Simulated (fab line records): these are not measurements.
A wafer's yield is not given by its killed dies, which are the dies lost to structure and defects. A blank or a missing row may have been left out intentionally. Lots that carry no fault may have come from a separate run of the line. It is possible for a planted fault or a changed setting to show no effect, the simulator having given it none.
What tool caused it? | flow sky130 | route of 708 steps, sampled at 1 step: 12 lots, 36 wafers

WHAT THE GAUGES READ, wafer by wafer
SKY_LOCAL_INTERCONNECT_OVL_MEAS_12.
lot  | measured     | on         | LOCAL_INTERCONNECT_OVL (nm)
L074 | day 30 22:22 | overlay-01 | 4 5 0
L077 | day 31 07:08 | overlay-01 | 1 -1 2
L079 | day 33 06:29 | overlay-02 | -1 -4 -3
L080 | day 33 11:29 | overlay-02 | 0 1 1
L083 | day 34 17:55 | overlay-02 | 1 3 1
L086 | day 35 10:05 | overlay-01 | 0 -1 3
L087 | day 35 20:38 | overlay-02 | 2 3 4
L090 | day 36 06:36 | overlay-01 | -3 -1 3
L092 | day 36 15:24 | overlay-01 | -9 1 -7
L094 | day 37 01:58 | overlay-02 | 5 8 7
L096 | day 37 10:31 | overlay-02 | 0 -6 -1
L097 | day 37 21:32 | overlay-01 | 0 12 2

EACH LOT AND THE TOOL THAT RAN IT (in order: tool; ch and the chambers of the sampled wafers; start)
There is no process step in the record ahead of these readings.

THE ANSWER, worked out from the rows above alone
Rule: what is usual is taken from the lots themselves. Put in order of their means at a reading, lots are off if they are a third of the lots or fewer, leave a main group of 4 or more, and stand apart from it by a gap of 3 or more times the standard deviation of the main group's means; of several such gaps the widest counts. A main group whose means are all the same, to the digits that the tables above print for the reading, isn't used. A lot without any number at a reading at which 4 lots or more have one is off too. The other lots that the step has rows for count as sound.
No lot is off on any of the readings shown, so nothing can be concluded from this.

WHAT THE SIMULATOR HAD PUT IN
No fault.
